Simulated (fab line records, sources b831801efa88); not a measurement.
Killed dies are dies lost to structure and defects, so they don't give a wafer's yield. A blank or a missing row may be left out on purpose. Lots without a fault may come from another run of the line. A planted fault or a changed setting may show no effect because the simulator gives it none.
A struck lot beside a sound one | flow sky130 | 43 steps out of a route of 708
Sound: wafers L481.2, L481.3, L481.5. Struck: wafers L491.1, L491.4, L491.5. The cause comes at the end.
At each step with rows: each side's tool, then ch and its chambers, then its first start. Under that, the readings that differ: sound wafers | struck wafers | difference of the means | sigmas: that difference in standard deviations of wafers without a fault.
alike: readings whose means differ by less than 2 such deviations, and words and numbers that are the same on both sides. not compared: withheld readings, readings that some wafer has no value for, bounds like >300 that may hide the same value, and numbers for which the record gives no deviation and whose values overlap.
The two part at a step that has a row with sigmas, a row that says differs or no value, or rows on one side only. Numbers that don't overlap but have no deviation are shown without sigmas and don't part them. A reading that every wafer of one side lacks parts them only if that side has two wafers or more.

first, 5 steps without rows for these wafers: SKY_VIA3_COAT_07 (resist thk 450 nm); SKY_VIA3_SOFTBAKE_08 (time 90 s); SKY_VIA3_EXPOSE_09 (exposes mask VIM3, target cd 200 nm); SKY_VIA3_PEB_10; SKY_VIA3_DEVELOP_11 (develop time 60 s).
SKY_VIA3_CD_MEAS_12: target cd 200 nm.
  sound on cd_sem-01, day 39 19:17; struck on cd_sem-01, day 42 21:07
  alike: cd_nm
SKY_VIA3_OVL_MEAS_13:
  sound on overlay-02, day 39 19:23; struck on overlay-02, day 42 21:14
  alike: VIA3_OVL
then, 1 step without rows for these wafers: SKY_VIA3_ETCH_14 (etches BARC in N2/H2, stops on SiO2, time 45.9 s, target depth 60 nm).
SKY_VIA3_ETCH_15: etches SiO2 in C4F8/O2/Ar, stops on TiN, target depth 507 nm, time 78 s.
  sound on rie_diel-03 ch 0,2, day 39 19:28; struck on rie_diel-04 ch 0,1,2, day 42 21:19
  alike: oes_product_au
  not compared: rf_hours_counter_h
then, 3 steps without rows for these wafers: SKY_VIA3_STRIP_16 (strips in O2/N2); SKY_VIA3_STRIP_17 (strips in post etch residue remover, time 1200 s); SKY_VIA3_CLEAN_18 (cleans in IPA, time 180 s).
SKY_VIA3_CLEAN_19: cleans in O3/DIW.
  sound on wet_bench-02 ch 0, day 39 20:01; struck on wet_bench-02 ch 1, day 42 21:53
then, 1 step without rows for these wafers: SKY_VIA3_SPUTTER_20 (material TiN, target thk 20 nm, time 80 s).
SKY_VIA3_CVD_21: deposits W, target thk 390 nm, time 117.31 s.
  sound on cvd_w-01 ch 1, day 39 20:10; struck on cvd_w-02 ch 0,1, day 42 22:02
  alike: heater_power_w
SKY_VIA3_RS_MEAS_22: measures by four-point-probe.
  sound on film_metro-03, day 39 20:19; struck on film_metro-03, day 42 22:10
  alike: VIA3_W_RS
SKY_VIA3_THK_MEAS_23: measures by xrf.
  sound on film_metro-03, day 39 20:25; struck on film_metro-03, day 42 22:17
  alike: VIA3_W_THK
then, 1 step without rows for these wafers: SKY_VIA3_CMP_24 (polishes, stops on SiO2, t overpolish 20 s, target thk 0 nm).
SKY_METAL4_SPUTTER_00: material Ti, target thk 15 nm, time 10 s.
  sound on pvd_sputter-04, day 39 20:46; struck on pvd_sputter-01, day 42 22:38
  alike: throttle_valve_pct
then, 5 steps without rows for these wafers: SKY_METAL4_SPUTTER_01 (material TiN, target thk 20 nm, time 16.7 s); SKY_METAL4_SPUTTER_02 (material AlCu, target thk 735 nm, time 39.1 s); SKY_METAL4_SPUTTER_03 (material Ti, target thk 5 nm, time 3.3 s); SKY_METAL4_SPUTTER_04 (material TiN, target thk 70 nm, time 58.3 s); SKY_CAP2M_CVD_00 (deposits SiO2, target thk 15.5 nm).
SKY_CAP2M_THK_MEAS_01:
  sound on film_metro-04, day 39 20:58; struck on film_metro-04, day 42 22:49
  alike: CAP2M_CVD_00_THK
SKY_CAP2M_SPUTTER_02: material TiN, target thk 200 nm, time 166.7 s.
  sound on pvd_sputter-02, day 39 21:01; struck on pvd_sputter-02, day 42 22:53
  alike: throttle_valve_pct
SKY_CAP2M_RS_MEAS_03: measures by four-point-probe.
  sound on film_metro-04, day 39 21:08; struck on film_metro-03, day 42 22:59
  alike: CAP2M_TIN_RS
SKY_CAP2M_THK_MEAS_04: measures by xrf.
  sound on film_metro-04, day 39 21:15; struck on film_metro-03, day 42 23:07
  alike: CAP2M_TIN_THK
then, 7 steps without rows for these wafers: SKY_CAP2M_DEHYDRATE_05 (time 60 s); SKY_CAP2M_HMDS_06 (prime time 60 s); SKY_CAP2M_COAT_07 (resist thk 1140 nm); SKY_CAP2M_SOFTBAKE_08 (time 60 s); SKY_CAP2M_EXPOSE_09 (exposes mask CAP2M, target cd 1000 nm); SKY_CAP2M_PEB_10; SKY_CAP2M_DEVELOP_11 (develop time 60 s).
SKY_CAP2M_OVL_MEAS_12:
  sound on overlay-02, day 40 20:42; struck on overlay-01, day 43 21:02
  alike: CAP2M_OVL
SKY_CAP2M_METAL_ETCH_13: etches TiN in Cl2/BCl3, stops on SiO2, target depth 220 nm, time 62.9 s.
  sound on rie_metal-01 ch 0, day 40 20:44; struck on rie_metal-02 ch 0,1, day 43 21:04
  alike: bcl3_flow_sccm, drypump_motor_current_A, oes_product_au, throttle_valve_pct
  not compared: rf_hours_counter_h
then, 5 steps without rows for these wafers: SKY_CAP2M_STRIP_14 (strips in O2/N2); SKY_CAP2M_STRIP_15 (strips in post etch residue remover, time 1200 s); SKY_CAP2M_CLEAN_16 (cleans in IPA, time 180 s); SKY_CAP2M_CLEAN_17 (cleans in O3/DIW); SKY_METAL4_DEHYDRATE_05 (time 60 s).
-- the record jumps here: 5 days lie between the struck wafers' starts before and after (it left off in module METAL4 and takes up again in module PAD_OPEN, whose first step shown is number 708 of the route) --
SKY_PAD_OPEN_PROBE_99:
  sound on prober-02, day 45 19:49; struck on prober-02, day 48 10:27
  reading                               | sound               | struck            | difference | sigmas
  defect_limited_yield (%)              | 85.2 82.7 82.7      | 75.0 73.6 74.4    | -9.2       | -5
  killed_at_M0_to_M3                    | 43 42 36            | 70 82 74          | +35        | +5
  killed_at_contacts                    | 14 21 19            | 31 24 34          | +12        | +2
  killed_dies                           | 73 85 85            | 123 130 126       | +45        | +5
  sort_bin_3_pad_short (%)              | 0.6 0.6 1.6         | 3.3 3.7 4.7       | +3.0       | +7
  sort_bin_5_function (%)               | 8.7 12.2 11.0       | 15.0 15.7 14.2    | +4.3       | +3
  sort_n_pass                           | 419 407 407         | 369 362 366       | -45        | -5
  sort_yield_pct (%)                    | 85.2 82.7 82.7      | 75.0 73.6 74.4    | -9.2       | -5
  model.etest.tester.sort_n_pass        | 419 407 407         | 369 362 366       | -45        |
  model.etest.tester.sort_yield_pct (%) | 85.16 82.72 82.72   | 75 73.58 74.39    | -9         |
  model.etest.tester.sort_bin_5_pct (%) | 8.74 12.2 10.98     | 15.04 15.65 14.23 | +4.33      |
  model.etest.tester.sort_bin_3_pct (%) | 0.6098 0.6098 1.626 | 3.252 3.659 4.675 | +2.913     |
  alike: killed_at_M4_up, killed_at_front_end, killed_at_other, killed_open, killed_short, sort_bin_6_memory

WHERE THEY PART
Only at SKY_PAD_OPEN_PROBE_99, within this record.

WHY: what the simulator had put in
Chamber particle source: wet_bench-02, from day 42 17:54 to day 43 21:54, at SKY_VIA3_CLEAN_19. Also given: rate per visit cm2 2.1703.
